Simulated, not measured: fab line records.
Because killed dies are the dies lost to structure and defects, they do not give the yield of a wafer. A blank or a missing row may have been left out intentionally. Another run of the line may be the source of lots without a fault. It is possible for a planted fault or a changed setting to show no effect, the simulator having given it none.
Comparing a struck lot with a sound one	flow sky130	35 steps out of a route of 708
Sound: wafers L598.2, L598.4, L598.5. Wafers L604.3, L604.5, L604.6 were the ones struck. The cause is given at the end.
Per side, at each step with rows, come the tool, then ch with its chambers, and then its first start. Under that, the readings that differ: sound wafers	struck wafers	difference of the means	sigmas: that difference in standard deviations of wafers without a fault.
alike: same words and numbers on both sides, and readings whose means sit less than 2 such deviations apart. not compared: any withheld reading, any reading some wafer has no value for, any bound like >300 that may hide the same value, and any number with overlapping values for which the record gives no deviation.
Wherever a step has rows on one side only, a row that says differs or no value, or a row with sigmas, the two part there. Numbers that have no deviation but don't overlap get no sigmas and don't part them. A reading that every wafer of one side lacks parts them only if that side has two wafers or more.

first, 10 steps without rows for these wafers: SKY_GATE_OXIDE_IMPLANT_11; SKY_GATE_OXIDE_WET_ETCH_12 (etches SiO2 in dHF, target depth 16.8 nm, time 336 s); SKY_GATE_OXIDE_STRIP_13 (strips in O2/N2); SKY_GATE_OXIDE_CLEAN_15 (cleans in SC1/SC2, time 150 s); SKY_GATE_OXIDE_OXIDATION_16 (stabilise 600 s, purge 300 s, target thk 3.57 nm); SKY_POLY_GATE_CVD_00 (deposits poly-Si, target thk 180 nm, time 720 s); SKY_RES_PROTECT_DEHYDRATE_00 (time 60 s); SKY_RES_PROTECT_HMDS_01 (prime time 60 s); SKY_RES_PROTECT_COAT_02 (resist thk 1140 nm); SKY_RES_PROTECT_SOFTBAKE_03 (time 60 s).
SKY_RES_PROTECT_EXPOSE_04: exposes mask RPM, target cd 1270 nm.
  sound on iline-stepper-02 ch 0, day 15 12:08; struck on iline-stepper-02 ch 0, day 17 09:20
reading	sound	struck	difference	sigmas
model.RES_PROTECT.overlay-x-nm (nm)	0.177 0.177 0.177	243.2 243.2 243.2	+243.0	
  alike: mask, exposure-dose-mJ-cm2
then, 23 steps without rows for these wafers: SKY_RES_PROTECT_PEB_05; SKY_RES_PROTECT_DEVELOP_06 (develop time 60 s); SKY_POLY_GATE_IMPLANT_02; SKY_RES_PROTECT_STRIP_07 (strips in O2/N2); SKY_RES_PROTECT_CLEAN_09 (cleans in SC1/SC2, time 150 s); SKY_POLY_GATE_CVD_03 (deposits Si3N4 from DCS/NH3, target thk 75 nm, time 1290 s); SKY_POLY_GATE_DEHYDRATE_05 (time 60 s); SKY_POLY_GATE_HMDS_06 (prime time 60 s); SKY_POLY_GATE_COAT_07 (resist thk 110 nm); SKY_POLY_GATE_COAT_08 (resist thk 450 nm); SKY_POLY_GATE_SOFTBAKE_09 (time 90 s); SKY_POLY_GATE_EXPOSE_10 (exposes mask P1M, target cd 150 nm); SKY_POLY_GATE_PEB_11; SKY_POLY_GATE_DEVELOP_12 (develop time 60 s); SKY_POLY_GATE_ETCH_15 (etches BARC in N2/H2, stops on SiO2, time 118.5 s, target depth 110 nm); SKY_POLY_GATE_ETCH_16 (etches Si3N4 in CH3F/O2, stops on poly-Si, time 147.5 s, target depth 75 nm); SKY_POLY_GATE_ETCH_17 (etches poly-Si in HBr/Cl2, stops on SiO2, target depth 180 nm, time 70.5 s); SKY_POLY_GATE_STRIP_18 (strips in O2/N2); SKY_POLY_GATE_CLEAN_19 (cleans in SC1/SC2, time 150 s); SKY_POLY_GATE_OXIDATION_20 (stabilise 600 s, purge 300 s, target thk 4 nm); SKY_LDD_N_DEHYDRATE_00 (time 60 s); SKY_LDD_N_HMDS_01 (prime time 60 s); SKY_LDD_N_COAT_02 (resist thk 300 nm).
-- a jump in the record: the struck wafers' starts before and after are 31 days apart (it breaks off in module LDD_N and resumes in module PAD_OPEN, where the first step shown is number 708 of the route) --
SKY_PAD_OPEN_PROBE_99:
  sound on prober-01 at day 46 09:44; struck on prober-02 at day 47 21:43
reading	sound	struck	difference	sigmas
killed-at-other	0 0 0	11 12 18	+14	+22
model.etest.res-xhigh-po.line-ohm-um	5761 5572 5547	1678 1737 1679	-3929	
model.etest.res-xhigh-po.width-nm (nm)	347.5 354 351.8	1178 1182 1164	+824	
model.etest.res-high-po.line-ohm-um	753.8 741.9 729.4	553.2 553.3 550.6	-189.3	
model.etest.res-high-po.width-nm (nm)	348.5 352.2 352.2	474.4 473.8 470.2	+121.8	
  alike: killed_at_M0_to_M3, killed_at_M4_up, killed-at-contacts, killed-at-front-end, killed-dies, killed-open, killed-short

== WHERE THEY PART ==
Within this record, at SKY_PAD_OPEN_PROBE_99 only.

WHY: what had been put in by the simulator
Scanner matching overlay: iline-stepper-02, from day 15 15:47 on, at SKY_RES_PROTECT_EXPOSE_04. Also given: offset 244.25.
